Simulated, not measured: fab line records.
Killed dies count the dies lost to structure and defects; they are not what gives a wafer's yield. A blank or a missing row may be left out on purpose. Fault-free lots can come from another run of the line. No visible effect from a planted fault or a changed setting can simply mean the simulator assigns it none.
Check of tool commonality || flow gf180mcu || Sampled: 13 lots, 39 wafers

## WHY THIS WAS OPENED
At GF_POLY_GATE_CD_MEAS_10 the reading cdNm is flagged on 1 of 13 lots. Fault-free wafers read 279.9 nm, with a standard deviation of 1.
Rule: a lot is flagged when every wafer of it that has a number lies more than 4 standard deviations from that mean, or none has a number. All remaining lots are regarded as sound.

{"lot": "L997", "measured": "day 9 04:02", "on": "cdSem-01", "cdNm (nm), wafer by wafer": "279.2 279.7 279.2", "flag": ""}
{"lot": "L998", "measured": "day 9 10:54", "on": "cdSem-01", "cdNm (nm), wafer by wafer": "279.8 278.9 280.4", "flag": ""}
{"lot": "L100", "measured": "day 10 03:21", "on": "cdSem-02", "cdNm (nm), wafer by wafer": "278.7 278.4 279.0", "flag": ""}
{"lot": "L101", "measured": "day 10 16:32", "on": "cdSem-01", "cdNm (nm), wafer by wafer": "281.3 280.5 279.4", "flag": ""}
{"lot": "L105", "measured": "day 11 17:35", "on": "cdSem-01", "cdNm (nm), wafer by wafer": "278.3 277.7 278.0", "flag": ""}
{"lot": "L106", "measured": "day 12 01:32", "on": "cdSem-01", "cdNm (nm), wafer by wafer": "279.6 279.7 281.3", "flag": ""}
{"lot": "L107", "measured": "day 12 07:51", "on": "cdSem-02", "cdNm (nm), wafer by wafer": "279.5 278.9 278.8", "flag": ""}
{"lot": "L108", "measured": "day 12 14:14", "on": "cdSem-01", "cdNm (nm), wafer by wafer": "280.4 281.2 281.9", "flag": ""}
{"lot": "L109", "measured": "day 12 21:04", "on": "cdSem-01", "cdNm (nm), wafer by wafer": "266.6 267.2 266.1", "flag": "FLAGGED"}
{"lot": "L114", "measured": "day 14 09:34", "on": "cdSem-02", "cdNm (nm), wafer by wafer": "280.1 279.2 279.6", "flag": ""}
{"lot": "L118", "measured": "day 15 09:23", "on": "cdSem-01", "cdNm (nm), wafer by wafer": "280.4 279.4 280.1", "flag": ""}
{"lot": "L119", "measured": "day 15 16:35", "on": "cdSem-01", "cdNm (nm), wafer by wafer": "280.0 279.7 280.7", "flag": ""}
{"lot": "L120", "measured": "day 16 02:37", "on": "cdSem-01", "cdNm (nm), wafer by wafer": "279.6 280.2 280.4", "flag": ""}
The mean of the flagged lots' numbers is 266.6 nm, -13.3 nm from the usual (-13 standard deviations).

## LOT BY LOT: THE TOOL USED
2 process steps preceding the reading are held in the record, out of 602 steps in the route. Cell contents, in order: the tool; ch with the chambers the sampled wafers went through; the start.
{"lot": "L997", "flag": "", "GF_VT_IMPLANT_RTA_45": "rtpAnneal-01 ch 0, day 7 13:41", "GF_POLY_GATE_EXPOSE_07": "krfScanner-01 ch 0, day 8 19:51"}
{"lot": "L998", "flag": "", "GF_VT_IMPLANT_RTA_45": "rtpAnneal-01 ch 0, day 7 19:28", "GF_POLY_GATE_EXPOSE_07": "krfScanner-02 ch 0, day 9 02:24"}
{"lot": "L100", "flag": "", "GF_VT_IMPLANT_RTA_45": "rtpAnneal-02 ch 0, day 8 10:53", "GF_POLY_GATE_EXPOSE_07": "krfScanner-02 ch 0, day 9 18:45"}
{"lot": "L101", "flag": "", "GF_VT_IMPLANT_RTA_45": "rtpAnneal-01 ch 0, day 9 00:32", "GF_POLY_GATE_EXPOSE_07": "krfScanner-01 ch 0, day 10 07:31"}
{"lot": "L105", "flag": "", "GF_VT_IMPLANT_RTA_45": "rtpAnneal-02 ch 0, day 9 23:19", "GF_POLY_GATE_EXPOSE_07": "krfScanner-01 ch 0, day 11 08:30"}
{"lot": "L106", "flag": "", "GF_VT_IMPLANT_RTA_45": "rtpAnneal-02 ch 0, day 10 05:38", "GF_POLY_GATE_EXPOSE_07": "krfScanner-01 ch 0, day 11 16:17"}
{"lot": "L107", "flag": "", "GF_VT_IMPLANT_RTA_45": "rtpAnneal-02 ch 0, day 10 12:04", "GF_POLY_GATE_EXPOSE_07": "krfScanner-02 ch 0, day 11 22:23"}
{"lot": "L108", "flag": "", "GF_VT_IMPLANT_RTA_45": "rtpAnneal-01 ch 0, day 10 18:01", "GF_POLY_GATE_EXPOSE_07": "krfScanner-01 ch 0, day 12 04:54"}
{"lot": "L109", "flag": "FLAGGED", "GF_VT_IMPLANT_RTA_45": "rtpAnneal-02 ch 0, day 11 00:26", "GF_POLY_GATE_EXPOSE_07": "krfScanner-01 ch 0, day 12 12:41"}
{"lot": "L114", "flag": "", "GF_VT_IMPLANT_RTA_45": "rtpAnneal-02 ch 0, day 12 09:17", "GF_POLY_GATE_EXPOSE_07": "krfScanner-02 ch 0, day 13 23:21"}
{"lot": "L118", "flag": "", "GF_VT_IMPLANT_RTA_45": "rtpAnneal-02 ch 0, day 13 09:02", "GF_POLY_GATE_EXPOSE_07": "krfScanner-01 ch 0, day 14 22:02"}
{"lot": "L119", "flag": "", "GF_VT_IMPLANT_RTA_45": "rtpAnneal-02 ch 0, day 13 17:05", "GF_POLY_GATE_EXPOSE_07": "krfScanner-01 ch 0, day 15 06:22"}
{"lot": "L120", "flag": "", "GF_VT_IMPLANT_RTA_45": "rtpAnneal-01 ch 0, day 14 01:49", "GF_POLY_GATE_EXPOSE_07": "krfScanner-01 ch 0, day 15 15:52"}
What the steps here do:
- GF_VT_IMPLANT_RTA_45: time 30 s.
- GF_POLY_GATE_EXPOSE_07: exposes mask Poly2, target cd 280 nm.
- GF_POLY_GATE_CD_MEAS_10: target cd 280 nm.

## FLAGGED OVER TOTAL, TOOL BY TOOL (the gauges that took the reading come last)
{"step": "GF_VT_IMPLANT_RTA_45", "tool": "rtpAnneal-01", "lots run": 5, "flagged": 0, "share of the flagged lots": "none", "sound lots run after its first flagged lot": "-"}
{"step": "GF_VT_IMPLANT_RTA_45", "tool": "rtpAnneal-02", "lots run": 8, "flagged": 1, "share of the flagged lots": "all", "sound lots run after its first flagged lot": "3 (L114,L118,L119)"}
{"step": "GF_POLY_GATE_EXPOSE_07", "tool": "krfScanner-01", "lots run": 9, "flagged": 1, "share of the flagged lots": "all", "sound lots run after its first flagged lot": "3 (L118,L119,L120)"}
{"step": "GF_POLY_GATE_EXPOSE_07", "tool": "krfScanner-02", "lots run": 4, "flagged": 0, "share of the flagged lots": "none", "sound lots run after its first flagged lot": "-"}
{"step": "GF_POLY_GATE_CD_MEAS_10", "tool": "cdSem-01", "lots run": 10, "flagged": 1, "share of the flagged lots": "all", "sound lots run after its first flagged lot": "3 (L118,L119,L120)"}
{"step": "GF_POLY_GATE_CD_MEAS_10", "tool": "cdSem-02", "lots run": 3, "flagged": 0, "share of the flagged lots": "none", "sound lots run after its first flagged lot": "-"}

## THE TABLE: WHAT IT ALLOWS
3 rows of the table ran every flagged lot: rtpAnneal-02 at GF_VT_IMPLANT_RTA_45, krfScanner-01 at GF_POLY_GATE_EXPOSE_07, cdSem-01 at GF_POLY_GATE_CD_MEAS_10.
- rtpAnneal-02 at GF_VT_IMPLANT_RTA_45 ran 8 lots, 1 of them flagged. Sound lots ran on it after the first flagged one (L114, L118, L119), which a lasting fault on the whole tool wouldn't allow.
- krfScanner-01 at GF_POLY_GATE_EXPOSE_07 ran 9 lots, 1 of them flagged. Sound lots ran on it after the first flagged one (L118, L119, L120), which a lasting fault on the whole tool wouldn't allow.
- cdSem-01 at GF_POLY_GATE_CD_MEAS_10 ran 10 lots, 1 of them flagged. Sound lots ran on it after the first flagged one (L118, L119, L120), which a lasting fault on the whole tool wouldn't allow.
Not one row of the table ran every flagged lot while running no sound lot after the first.

## WHAT HAD BEEN PUT IN BY THE SIMULATOR
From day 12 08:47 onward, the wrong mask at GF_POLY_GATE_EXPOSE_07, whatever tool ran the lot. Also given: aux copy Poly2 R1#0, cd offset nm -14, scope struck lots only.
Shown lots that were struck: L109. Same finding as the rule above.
